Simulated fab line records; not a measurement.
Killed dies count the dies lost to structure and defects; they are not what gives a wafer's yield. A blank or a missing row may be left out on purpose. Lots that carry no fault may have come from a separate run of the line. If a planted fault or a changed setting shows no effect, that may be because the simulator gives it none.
Check of tool commonality / flow sky130 / Lots sampled 11, wafers sampled 33

REASON FOR OPENING
Of 11 lots, 2 have the reading VIA1_W_RS flagged at SKY_VIA1_RS_MEAS_22. No-fault wafers: 0.426 ohm/sq, standard deviation 0.0051.
Rule: a lot is flagged when every wafer of it that has a number lies more than 4 standard deviations from that mean, or none has a number. The other lots count as sound.

lot=L296; measured=day 35 04:07; on=film_metro-01; VIA1_W_RS (ohm/sq), wafer by wafer=0.421 0.420 0.432; flag=
lot=L298; measured=day 35 07:10; on=film_metro-03; VIA1_W_RS (ohm/sq), wafer by wafer=0.433 0.429 0.435; flag=
lot=L302; measured=day 36 07:23; on=film_metro-03; VIA1_W_RS (ohm/sq), wafer by wafer=0.418 0.429 0.416; flag=
lot=L303; measured=day 36 10:25; on=film_metro-03; VIA1_W_RS (ohm/sq), wafer by wafer=0.429 0.431 0.430; flag=
lot=L304; measured=day 36 15:41; on=film_metro-04; VIA1_W_RS (ohm/sq), wafer by wafer=0.426 0.429 0.432; flag=
lot=L308; measured=day 37 20:05; on=film_metro-01; VIA1_W_RS (ohm/sq), wafer by wafer=0.429 0.429 0.428; flag=
lot=L309; measured=day 37 20:59; on=film_metro-01; VIA1_W_RS (ohm/sq), wafer by wafer=0.331 0.326 0.325; flag=FLAGGED
lot=L310; measured=day 38 03:33; on=film_metro-03; VIA1_W_RS (ohm/sq), wafer by wafer=0.326 0.335 0.332; flag=FLAGGED
lot=L311; measured=day 38 10:13; on=film_metro-04; VIA1_W_RS (ohm/sq), wafer by wafer=0.424 0.427 0.433; flag=
lot=L313; measured=day 39 07:05; on=film_metro-04; VIA1_W_RS (ohm/sq), wafer by wafer=0.428 0.422 0.428; flag=
lot=L316; measured=day 40 05:46; on=film_metro-01; VIA1_W_RS (ohm/sq), wafer by wafer=0.427 0.424 0.418; flag=
The mean of the flagged lots' numbers is 0.329 ohm/sq, -0.097 ohm/sq from the usual (-19 standard deviations).

WHICH TOOL EACH LOT WENT THROUGH
The record holds 3 process steps before the reading, out of a route of 708 steps. In each cell: the tool, then ch and the chambers that the sampled wafers went through, then the start.
lot=L296; flag=; SKY_LOCAL_INTERCONNECT_STRIP_15=plasma_asher-02 ch 1, day 31 14:43; SKY_CONTACT_CVD_00=pecvd-04 ch 0,2, day 31 15:19; SKY_VIA1_CVD_21=cvd_w-01 ch 0,1, day 35 03:59
lot=L298; flag=; SKY_LOCAL_INTERCONNECT_STRIP_15=plasma_asher-04 ch 0,1, day 31 17:46; SKY_CONTACT_CVD_00=pecvd-01 ch 0,2, day 31 18:22; SKY_VIA1_CVD_21=cvd_w-02 ch 0,1, day 35 07:03
lot=L302; flag=; SKY_LOCAL_INTERCONNECT_STRIP_15=plasma_asher-01 ch 0,1, day 32 20:13; SKY_CONTACT_CVD_00=pecvd-01 ch 0,1,2, day 32 20:50; SKY_VIA1_CVD_21=cvd_w-01 ch 0,1, day 36 07:18
lot=L303; flag=; SKY_LOCAL_INTERCONNECT_STRIP_15=plasma_asher-02 ch 0,1, day 32 20:22; SKY_CONTACT_CVD_00=pecvd-02 ch 0,1,2, day 32 21:00; SKY_VIA1_CVD_21=cvd_w-02 ch 0,1, day 36 10:18
lot=L304; flag=; SKY_LOCAL_INTERCONNECT_STRIP_15=plasma_asher-04 ch 0,1, day 33 02:58; SKY_CONTACT_CVD_00=pecvd-01 ch 0,1,2, day 33 03:34; SKY_VIA1_CVD_21=cvd_w-02 ch 0,1, day 36 15:35
lot=L308; flag=; SKY_LOCAL_INTERCONNECT_STRIP_15=plasma_asher-01 ch 0,1, day 34 08:22; SKY_CONTACT_CVD_00=pecvd-04 ch 0,1, day 34 09:00; SKY_VIA1_CVD_21=cvd_w-02 ch 0,1, day 37 20:00
lot=L309; flag=FLAGGED; SKY_LOCAL_INTERCONNECT_STRIP_15=plasma_asher-01 ch 0,1, day 34 08:55; SKY_CONTACT_CVD_00=pecvd-01 ch 0,1, day 34 09:34; SKY_VIA1_CVD_21=cvd_w-01 ch 0,1, day 37 20:54
lot=L310; flag=FLAGGED; SKY_LOCAL_INTERCONNECT_STRIP_15=plasma_asher-02 ch 0,1, day 34 16:25; SKY_CONTACT_CVD_00=pecvd-04 ch 0,1,2, day 34 17:05; SKY_VIA1_CVD_21=cvd_w-01 ch 0,1, day 38 03:28
lot=L311; flag=; SKY_LOCAL_INTERCONNECT_STRIP_15=plasma_asher-04 ch 0,1, day 35 00:09; SKY_CONTACT_CVD_00=pecvd-01 ch 0,1, day 35 00:44; SKY_VIA1_CVD_21=cvd_w-02 ch 0,1, day 38 10:07
lot=L313; flag=; SKY_LOCAL_INTERCONNECT_STRIP_15=plasma_asher-01 ch 0,1, day 35 21:37; SKY_CONTACT_CVD_00=pecvd-02 ch 1,2, day 35 22:13; SKY_VIA1_CVD_21=cvd_w-02 ch 0,1, day 39 06:59
lot=L316; flag=; SKY_LOCAL_INTERCONNECT_STRIP_15=plasma_asher-02 ch 0,1, day 36 22:07; SKY_CONTACT_CVD_00=pecvd-01 ch 1,2, day 36 22:43; SKY_VIA1_CVD_21=cvd_w-02 ch 0,1, day 40 05:40
What these steps do:
- SKY_LOCAL_INTERCONNECT_STRIP_15: strips in O2/N2.
- SKY_CONTACT_CVD_00: deposits Si3N4, target thk 75 nm.
- SKY_VIA1_CVD_21: deposits W, target thk 270 nm, time 80.902 s.
- SKY_VIA1_RS_MEAS_22: measures by four-point-probe.

FLAGGED AGAINST TOTAL, ONE TOOL AT A TIME (gauges that did the reading follow at the end)
step=SKY_LOCAL_INTERCONNECT_STRIP_15; tool=plasma_asher-01; lots run=4; flagged=1; share of the flagged lots=some; sound lots run after its first flagged lot=1 (L313)
step=SKY_LOCAL_INTERCONNECT_STRIP_15; tool=plasma_asher-02; lots run=4; flagged=1; share of the flagged lots=some; sound lots run after its first flagged lot=1 (L316)
step=SKY_LOCAL_INTERCONNECT_STRIP_15; tool=plasma_asher-04; lots run=3; flagged=0; share of the flagged lots=none; sound lots run after its first flagged lot=-
step=SKY_CONTACT_CVD_00; tool=pecvd-01; lots run=6; flagged=1; share of the flagged lots=some; sound lots run after its first flagged lot=2 (L311,L316)
step=SKY_CONTACT_CVD_00; tool=pecvd-02; lots run=2; flagged=0; share of the flagged lots=none; sound lots run after its first flagged lot=-
step=SKY_CONTACT_CVD_00; tool=pecvd-04; lots run=3; flagged=1; share of the flagged lots=some; sound lots run after its first flagged lot=0
step=SKY_VIA1_CVD_21; tool=cvd_w-01; lots run=4; flagged=2; share of the flagged lots=all; sound lots run after its first flagged lot=0
step=SKY_VIA1_CVD_21; tool=cvd_w-02; lots run=7; flagged=0; share of the flagged lots=none; sound lots run after its first flagged lot=-
step=SKY_VIA1_RS_MEAS_22; tool=film_metro-01; lots run=4; flagged=1; share of the flagged lots=some; sound lots run after its first flagged lot=1 (L316)
step=SKY_VIA1_RS_MEAS_22; tool=film_metro-03; lots run=4; flagged=1; share of the flagged lots=some; sound lots run after its first flagged lot=0
step=SKY_VIA1_RS_MEAS_22; tool=film_metro-04; lots run=3; flagged=0; share of the flagged lots=none; sound lots run after its first flagged lot=-

THE TABLE: WHAT IT ALLOWS
In the table, 1 row covers all flagged lots: cvd_w-01 at SKY_VIA1_CVD_21.
- cvd_w-01 at SKY_VIA1_CVD_21 ran 4 lots, 2 of them flagged. It ran its last sound lot, L302, at day 36 07:18 and its first flagged lot, L309, at day 37 20:54: a fault with its onset between the two fits. Its own readings (chamber_pressure_Torr) fall more than 4 standard deviations out on all wafers of the flagged lots.
What remains is a single tool, cvd_w-01 at SKY_VIA1_CVD_21.

WHAT THE SIMULATOR HAD INSERTED
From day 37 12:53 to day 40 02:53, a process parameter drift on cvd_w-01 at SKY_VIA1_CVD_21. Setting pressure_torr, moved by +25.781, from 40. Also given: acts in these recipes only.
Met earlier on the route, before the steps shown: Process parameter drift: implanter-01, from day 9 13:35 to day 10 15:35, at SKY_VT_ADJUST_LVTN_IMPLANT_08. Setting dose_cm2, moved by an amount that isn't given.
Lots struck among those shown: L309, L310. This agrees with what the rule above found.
